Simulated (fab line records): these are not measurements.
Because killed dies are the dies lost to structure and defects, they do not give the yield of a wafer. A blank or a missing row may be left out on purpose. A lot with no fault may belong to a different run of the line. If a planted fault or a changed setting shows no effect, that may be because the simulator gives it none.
Which tool is to blame? :: flow gf180mcu :: 39 wafers from 13 lots sampled at 5 of the route's 602 steps

WHAT THE GAUGES SHOWED, per wafer
GF_STI_CD_MEAS_12: the cd target is 220 nm.
lot: L505
measured: day 2 01:16
on: cdSem-02
cdNm (nm): 218.1 218.0 217.8

lot: L506
measured: day 2 08:22
on: cdSem-02
cdNm (nm): 222.2 222.1 221.1

lot: L508
measured: day 2 18:20
on: cdSem-02
cdNm (nm): 218.8 219.6 219.5

lot: L509
measured: day 2 21:53
on: cdSem-02
cdNm (nm): 233.9 234.6 233.6

lot: L517
measured: day 4 18:34
on: cdSem-01
cdNm (nm): 218.5 219.4 219.9

lot: L518
measured: day 4 21:07
on: cdSem-01
cdNm (nm): 222.4 222.9 222.6

lot: L519
measured: day 5 01:31
on: cdSem-01
cdNm (nm): 220.8 219.9 220.2

lot: L520
measured: day 5 06:17
on: cdSem-02
cdNm (nm): 217.2 219.5 218.4

lot: L524
measured: day 6 03:50
on: cdSem-02
cdNm (nm): 217.8 219.3 218.1

lot: L525
measured: day 6 09:01
on: cdSem-02
cdNm (nm): 221.5 219.6 219.7

lot: L526
measured: day 6 13:46
on: cdSem-01
cdNm (nm): 219.5 217.1 217.7

lot: L527
measured: day 6 18:41
on: cdSem-02
cdNm (nm): 217.8 219.4 220.2

lot: L528
measured: day 6 23:50
on: cdSem-01
cdNm (nm): 220.0 220.4 220.3

GF_DNWELL_TW_MEAS_09.
lot: L505
measured: day 2 19:23
on: filmMetro-04
DNWELL_TW: 1339 1325 1325

lot: L506
measured: day 3 01:03
on: filmMetro-01
DNWELL_TW: 1343 1348 1343

lot: L508
measured: day 3 12:39
on: filmMetro-04
DNWELL_TW: 1335 1330 1335

lot: L509
measured: day 3 16:02
on: filmMetro-04
DNWELL_TW: 1329 1333 1331

lot: L517
measured: day 5 13:44
on: filmMetro-04
DNWELL_TW: 1342 1338 1343

lot: L518
measured: day 5 17:32
on: filmMetro-04
DNWELL_TW: 1324 1315 1327

lot: L519
measured: day 5 23:41
on: filmMetro-03
DNWELL_TW: 1370 1355 1364

lot: L520
measured: day 6 03:05
on: filmMetro-04
DNWELL_TW: 1334 1332 1333

lot: L524
measured: day 7 00:19
on: filmMetro-03
DNWELL_TW: 1353 1364 1361

lot: L525
measured: day 7 05:45
on: filmMetro-04
DNWELL_TW: 1338 1333 1332

lot: L526
measured: day 7 11:05
on: filmMetro-04
DNWELL_TW: 1333 1335 1340

lot: L527
measured: day 7 14:38
on: filmMetro-01
DNWELL_TW: 1335 1332 1328

lot: L528
measured: day 7 20:49
on: filmMetro-01
DNWELL_TW: 1353 1359 1346

GF_DUAL_GATE_THK_MEAS_03.
lot: L505
measured: day 7 20:53
on: filmMetro-01
DUAL_GATE_OXIDATION_00_THK (nm): 11.16 10.99 11.06

lot: L506
measured: day 8 02:25
on: filmMetro-02
DUAL_GATE_OXIDATION_00_THK (nm): 10.98 11.10 11.05

lot: L508
measured: day 8 11:47
on: filmMetro-03
DUAL_GATE_OXIDATION_00_THK (nm): 10.86 11.16 10.89

lot: L509
measured: day 8 16:52
on: filmMetro-01
DUAL_GATE_OXIDATION_00_THK (nm): 10.86 10.85 10.74

lot: L517
measured: day 11 00:44
on: filmMetro-02
DUAL_GATE_OXIDATION_00_THK (nm): 11.30 11.05 11.09

lot: L518
measured: day 11 04:30
on: filmMetro-03
DUAL_GATE_OXIDATION_00_THK (nm): 10.91 10.80 10.80

lot: L519
measured: day 11 12:58
on: filmMetro-03
DUAL_GATE_OXIDATION_00_THK (nm): 10.76 10.81 10.72

lot: L520
measured: day 11 16:08
on: filmMetro-03
DUAL_GATE_OXIDATION_00_THK (nm): 10.79 10.63 10.85

lot: L524
measured: day 12 18:59
on: filmMetro-02
DUAL_GATE_OXIDATION_00_THK (nm): 10.87 10.85 10.87

lot: L525
measured: day 13 01:49
on: filmMetro-01
DUAL_GATE_OXIDATION_00_THK (nm): 10.80 10.76 10.66

lot: L526
measured: day 13 08:29
on: filmMetro-02
DUAL_GATE_OXIDATION_00_THK (nm): 10.79 10.84 10.92

lot: L527
measured: day 13 14:11
on: filmMetro-01
DUAL_GATE_OXIDATION_00_THK (nm): 11.11 10.92 11.19

lot: L528
measured: day 13 19:22
on: filmMetro-01
DUAL_GATE_OXIDATION_00_THK (nm): 10.92 10.73 10.92

WHICH TOOL RAN EACH LOT (tool, then ch and the chambers of the sampled wafers, then the start)
lot: L505
GF_STI_EXPOSE_09: krfScanner-02 ch 0, day 1 19:21
GF_VT_IMPLANT_RTA_45: rtpAnneal-01 ch 0, day 7 15:14

lot: L506
GF_STI_EXPOSE_09: krfScanner-01 ch 0, day 2 02:17
GF_VT_IMPLANT_RTA_45: rtpAnneal-01 ch 0, day 7 22:34

lot: L508
GF_STI_EXPOSE_09: krfScanner-02 ch 0, day 2 12:46
GF_VT_IMPLANT_RTA_45: rtpAnneal-01 ch 0, day 8 09:35

lot: L509
GF_STI_EXPOSE_09: krfScanner-01 ch 0, day 2 15:55
GF_VT_IMPLANT_RTA_45: rtpAnneal-02 ch 0, day 8 14:39

lot: L517
GF_STI_EXPOSE_09: krfScanner-02 ch 0, day 4 11:35
GF_VT_IMPLANT_RTA_45: rtpAnneal-01 ch 0, day 10 22:26

lot: L518
GF_STI_EXPOSE_09: krfScanner-02 ch 0, day 4 13:47
GF_VT_IMPLANT_RTA_45: rtpAnneal-02 ch 0, day 11 02:17

lot: L519
GF_STI_EXPOSE_09: krfScanner-02 ch 0, day 4 18:53
GF_VT_IMPLANT_RTA_45: rtpAnneal-01 ch 0, day 11 10:38

lot: L520
GF_STI_EXPOSE_09: krfScanner-02 ch 0, day 4 23:34
GF_VT_IMPLANT_RTA_45: rtpAnneal-02 ch 0, day 11 13:56

lot: L524
GF_STI_EXPOSE_09: krfScanner-01 ch 0, day 5 20:24
GF_VT_IMPLANT_RTA_45: rtpAnneal-01 ch 0, day 12 16:22

lot: L525
GF_STI_EXPOSE_09: krfScanner-01 ch 0, day 6 01:10
GF_VT_IMPLANT_RTA_45: rtpAnneal-02 ch 0, day 12 23:35

lot: L526
GF_STI_EXPOSE_09: krfScanner-02 ch 0, day 6 06:46
GF_VT_IMPLANT_RTA_45: rtpAnneal-02 ch 0, day 13 06:17

lot: L527
GF_STI_EXPOSE_09: krfScanner-01 ch 0, day 6 11:55
GF_VT_IMPLANT_RTA_45: rtpAnneal-02 ch 0, day 13 11:59

lot: L528
GF_STI_EXPOSE_09: krfScanner-01 ch 0, day 6 16:06
GF_VT_IMPLANT_RTA_45: rtpAnneal-01 ch 0, day 13 17:10
- GF_STI_EXPOSE_09: exposes mask COMP, target cd 220 nm.
- GF_VT_IMPLANT_RTA_45: time 30 s.

WHAT THE TOOLS THEMSELVES READ (means of the sampled wafers that have a number; where no wafer has one, the mark that the record gives instead)
GF_STI_EXPOSE_09.
lot: L505
tool: krfScanner-02
focusOffsetNm (nm): 0.7

lot: L506
tool: krfScanner-01
focusOffsetNm (nm): 0.3

lot: L508
tool: krfScanner-02
focusOffsetNm (nm): -0.6

lot: L509
tool: krfScanner-01
focusOffsetNm (nm): 0.2

lot: L517
tool: krfScanner-02
focusOffsetNm (nm): 0.1

lot: L518
tool: krfScanner-02
focusOffsetNm (nm): -0.1

lot: L519
tool: krfScanner-02
focusOffsetNm (nm): 0.3

lot: L520
tool: krfScanner-02
focusOffsetNm (nm): -0.3

lot: L524
tool: krfScanner-01
focusOffsetNm (nm): -0.9

lot: L525
tool: krfScanner-01
focusOffsetNm (nm): -0.2

lot: L526
tool: krfScanner-02
focusOffsetNm (nm): 0.2

lot: L527
tool: krfScanner-01
focusOffsetNm (nm): -0.7

lot: L528
tool: krfScanner-01
focusOffsetNm (nm): 0.5

GF_VT_IMPLANT_RTA_45.
lot: L505
tool: rtpAnneal-01
chamberO2Ppm: 2.010
lampPowerPct (%): 37.9
wafer_temp_C_max: 1054.7

lot: L506
tool: rtpAnneal-01
chamberO2Ppm: 1.992
lampPowerPct (%): 37.9
wafer_temp_C_max: 1053.8

lot: L508
tool: rtpAnneal-01
chamberO2Ppm: 2.001
lampPowerPct (%): 37.9
wafer_temp_C_max: 1054.5

lot: L509
tool: rtpAnneal-02
chamberO2Ppm: 1.999
lampPowerPct (%): 40.3
wafer_temp_C_max: 1055.4

lot: L517
tool: rtpAnneal-01
chamberO2Ppm: 1.993
lampPowerPct (%): 37.8
wafer_temp_C_max: 1053.0

lot: L518
tool: rtpAnneal-02
chamberO2Ppm: 2.006
lampPowerPct (%): 40.2
wafer_temp_C_max: 1055.4

lot: L519
tool: rtpAnneal-01
chamberO2Ppm: 2.002
lampPowerPct (%): 37.9
wafer_temp_C_max: 1053.4

lot: L520
tool: rtpAnneal-02
chamberO2Ppm: 1.981
lampPowerPct (%): 40.2
wafer_temp_C_max: 1057.0

lot: L524
tool: rtpAnneal-01
chamberO2Ppm: 2.004
lampPowerPct (%): 37.9
wafer_temp_C_max: 1053.6

lot: L525
tool: rtpAnneal-02
chamberO2Ppm: 1.987
lampPowerPct (%): 40.3
wafer_temp_C_max: 1055.7

lot: L526
tool: rtpAnneal-02
chamberO2Ppm: 2.013
lampPowerPct (%): 40.2
wafer_temp_C_max: 1056.0

lot: L527
tool: rtpAnneal-02
chamberO2Ppm: 1.994
lampPowerPct (%): 40.3
wafer_temp_C_max: 1055.8

lot: L528
tool: rtpAnneal-01
chamberO2Ppm: 1.992
lampPowerPct (%): 37.9
wafer_temp_C_max: 1054.7

THE ANSWER, worked out from the rows above alone
Rule: the lots themselves supply what counts as usual. Put in order of their means at a reading, lots are off if they are a third of the lots or fewer, leave a main group of 4 or more, and stand apart from it by a gap of 3 or more times the standard deviation of the main group's means; of several such gaps the widest counts. A main group is skipped when, at the precision printed for the reading in the tables above, its means are all equal. A lot without any number at a reading at which 4 lots or more have one is off too. All remaining lots with rows at the step are treated as sound. First the gauges in route order, then the tools' own readings, where a lot's mean is used as printed above. The first step at which some lot is off is used, and at that step the reading that is off furthest; a lot without a number counts as furthest.
Off: L509, at GF_STI_CD_MEAS_12 (cdNm). Main group: mean 219.6 nm, sd 1.4.
A tool fits if, at a process step before that reading, it ran every lot that is off, and no sound lot after the first of them. Gauges at GF_STI_CD_MEAS_12: tried the same way as those tools. None of those tried fits.

WHAT WAS PUT IN BY THE SIMULATOR
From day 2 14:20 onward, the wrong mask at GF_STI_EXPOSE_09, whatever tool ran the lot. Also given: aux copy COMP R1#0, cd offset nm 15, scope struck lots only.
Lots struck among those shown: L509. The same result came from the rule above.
